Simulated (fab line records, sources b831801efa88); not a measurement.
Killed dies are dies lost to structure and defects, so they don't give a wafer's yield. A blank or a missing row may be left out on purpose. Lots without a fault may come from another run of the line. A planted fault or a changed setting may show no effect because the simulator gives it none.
Which tool did it? | flow gf180mcu | 6 lots, 18 wafers sampled, at 2 steps of a route of 602

WHAT THE GAUGES READ, wafer by wafer
GF_VT_IMPLANT_RS_MEAS_46: measures by four-point-probe.
lot  | measured     | on            | MVSD_RS (ohm/sq)
L957 | day 7 20:58  | film_metro-01 | 455.6 455.6 457.1
L959 | day 8 07:00  | film_metro-02 | 455.9 456.7 457.2
L961 | day 8 20:21  | film_metro-01 | 458.3 456.5 456.8
L968 | day 11 00:37 | film_metro-01 | 406.1 408.0 406.8 406.8 407.1 407.3
L974 | day 12 18:14 | film_metro-01 | 407.5 408.0 407.4 407.6 407.3 407.4
L977 | day 13 08:57 | film_metro-02 | 456.5 456.5 457.0

WHICH TOOL RAN EACH LOT (tool, then ch and the chambers of the sampled wafers, then the start)
lot  | GF_MVSD_IMPLANT_08
L957 | implanter-02 ch 0, day 4 17:19
L959 | implanter-01 ch 0, day 5 02:44
L961 | implanter-04 ch 0, day 5 14:02
L968 | implanter-04 ch 0, day 7 09:35
L974 | implanter-04 ch 0, day 8 21:47
L977 | implanter-02 ch 0, day 9 10:52
- GF_MVSD_IMPLANT_08

THE ANSWER, worked out from the rows above alone
Rule: what is usual is taken from the lots themselves. Put in order of their means at a reading, lots are off if they are a third of the lots or fewer, leave a main group of 4 or more, and stand apart from it by a gap of 3 or more times the standard deviation of the main group's means; of several such gaps the widest counts. A main group whose means are all the same, to the digits that the tables above print for the reading, isn't used. A lot without any number at a reading at which 4 lots or more have one is off too. The other lots that the step has rows for count as sound.
Off: L968, L974, at GF_VT_IMPLANT_RS_MEAS_46 (MVSD_RS). The main group: mean 456.6 ohm/sq, standard deviation 0.39.
A tool fits if, at a process step before that reading, it ran every lot that is off, and no sound lot after the first of them. The gauges at GF_VT_IMPLANT_RS_MEAS_46 are tried like those tools. Can't be told from this: 2 tools fit, implanter-04 at GF_MVSD_IMPLANT_08, film_metro-01 at GF_VT_IMPLANT_RS_MEAS_46.

WHAT THE SIMULATOR HAD PUT IN
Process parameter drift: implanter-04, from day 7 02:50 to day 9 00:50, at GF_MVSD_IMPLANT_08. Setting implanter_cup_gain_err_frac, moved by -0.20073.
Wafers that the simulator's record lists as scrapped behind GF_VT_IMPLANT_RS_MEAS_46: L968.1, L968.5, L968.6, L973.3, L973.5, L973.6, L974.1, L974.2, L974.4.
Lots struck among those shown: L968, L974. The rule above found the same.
